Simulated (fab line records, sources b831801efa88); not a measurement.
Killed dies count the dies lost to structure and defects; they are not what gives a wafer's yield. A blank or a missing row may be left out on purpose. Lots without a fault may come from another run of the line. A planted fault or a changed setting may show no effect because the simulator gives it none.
8D (eight disciplines) problem report, filled in by code / flow sky130 / the parts of the form that need people (team, actions taken, sign-off) are left out

1. THE PROBLEM
Mean VIA2_W_RS at SKY_VIA2_RS_MEAS_22: 0.596 ohm/sq over 3 wafers in 2 lots; fault-free wafers: 0.270 ohm/sq, standard deviation 0.0037. That puts it +88 standard deviations away from the usual mean.
The step: measures by four-point-probe.
First observed at day 40 07:46: wafer L655.1, on filmMetro-01. At this step, 30 wafers from 10 lots have a number in the record. Rule for "out", or "out of limits": more than 4 standard deviations from the usual mean. The other wafers with a number count as sound.

2. WHAT IT IS; WHAT IT IS NOT
question=which readings at this step | is=VIA2_W_RS | is not=-
question=which lots | is=L655, L656 | is not=L644, L648, L649, L659, L660, L663, L664, L666
question=which wafers of those lots | is=L655.1, L656.1, L656.6 | is not=L655.4, L655.5, L656.5
question=read on which gauges | is=filmMetro-01, filmMetro-03 | is not=filmMetro-04
question=when | is=from day 40 07:46 | is not=up to then (11 sound wafers); but 16 sound wafers of L656, L659, L660, L663, L664, L666 came after

3. THE SUSPECTS, EACH WITH WHAT RULES IT OUT
Counting: if a tool at a process step up to the reading ran every lot that is out, it stays a suspect. Sound lots after the first of them don't rule it out here, since some wafers of a struck lot are sound.
- the gauge at SKY_VIA2_RS_MEAS_22 has been ruled out. Those wafers that are out were read across 2 gauges (filmMetro-01, filmMetro-03).
- cvdW-02 at SKY_VIA2_CVD_21 (deposits W, target thk 420 nm, time 126.4 s): kept. Every lot that is out went through it, the first being L655 (day 40 07:38); the last sound lot it ran before that was L649 (day 38 06:20).
After counting, what remains is cvdW-02 at SKY_VIA2_CVD_21.

4. THE CAUSE (what the simulator had put in)
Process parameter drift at SKY_VIA2_CVD_21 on cvdW-02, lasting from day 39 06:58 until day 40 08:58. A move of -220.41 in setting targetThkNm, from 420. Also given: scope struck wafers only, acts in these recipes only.
This tool alone remained once counting was done.

5. THE CHAIN OF EFFECTS, in route order
Rows list readings where the struck wafers' mean (over those with a number) sits beyond 3 standard deviations from the usual. Scope: only readings with a usual standard deviation given in the record; hours: median across lots of the time from each lot's start at the first step in this table that gives one to its start at this step; sigmas: change in usual standard deviations.
hours=0; step=SKY_VIA2_RS_MEAS_22; reading=VIA2_W_RS; usual=0.270 ohm/sq; on struck wafers=0.596; change=+0.326; sigmas=+88
hours=3; step=SKY_VIA2_THK_MEAS_23; reading=VIA2_W_THK; usual=430 nm; on struck wafers=194; change=-236; sigmas=-35
hours=8; step=SKY_VIA2_CMP_24; reading=timeToEndpointS; usual=104 s; on struck wafers=47; change=-57; sigmas=-14
Process steps it contains:
- SKY_VIA2_CMP_24: polishes, stops on SiO2, t overpolish 20 s, target thk 0 nm.

6. WHAT WOULD HAVE CAUGHT IT SOONER
The first out-of-limits reading at a measuring or inspecting step in this record came at day 40 07:46, 25 hours after the fault's start at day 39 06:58.
No tool reading at SKY_VIA2_CVD_21 that has a usual standard deviation in the record was out on any struck wafer, so an alarm limit of 4 standard deviations on those readings would not have fired.
Among the 2 lots that are out, L656 began SKY_VIA2_CVD_21 on cvdW-02 after day 40 07:46. It would have been spared by a hold on the tool at that moment.
